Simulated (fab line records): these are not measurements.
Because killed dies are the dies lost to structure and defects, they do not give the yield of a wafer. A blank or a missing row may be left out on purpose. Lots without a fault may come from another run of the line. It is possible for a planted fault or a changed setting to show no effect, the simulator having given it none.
Chamber matching -- flow sfqLine -- cmp-02 running SFQ_TRILAYER_I3_CMP_CMP_082: 4 sister chambers
The step polishes SiO2. 8 wafers are shown with their chamber, then 6 later ones without.

## WAFERS PAIRED WITH THEIR CHAMBERS
wafer,chamber,motorCurrentA (A),timeToEndpointS (s)
L170.3,2,12.1,223
L180.1,0,9.6,216
L180.6,0,9.9,224
L185.5,2,11.1,229
L185.6,1,10.4,231
L188.3,3,10.8,215
L188.4,1,10.2,224
L188.5,3,10.9,217

## WAFERS WITH NO CHAMBER GIVEN
wafer,motorCurrentA (A),timeToEndpointS (s)
L189.1,11.2,217
L189.2,10.3,214
L189.6,11.6,221
L190.4,10.3,214
L190.5,9.9,216
L190.6,11.0,217

## EACH ONE'S CHAMBER
wafer,from the rows above,in truth
L189.1,can't be placed: 3 or 2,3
L189.2,can't be placed: 3 or 0 or 1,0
L189.6,can't be placed: 2 or 3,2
L190.4,can't be placed: 3 or 0 or 1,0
L190.5,can't be placed: 0 or 3 or 1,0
L190.6,3,3
Correctly placed: 1 of 6. From these rows, 5 cannot be placed; in 5 the true chamber is one of the candidates. Number placed wrongly: 0.
How it was worked out, from the rows above alone: a wafer's distance from a chamber is the root of the sum, over the readings, of the square of ((its reading less the chamber's mean) divided by the reading's scatter). If the next closest chamber is less than 2 further off than the closest, the wafer can't be placed; otherwise it belongs to the closest. A chamber's mean is the mean of its shown wafers. The scatter: take each reading less its chamber's mean, square it, sum over the shown wafers, divide by the number of wafers less the number of chambers, and take the root.
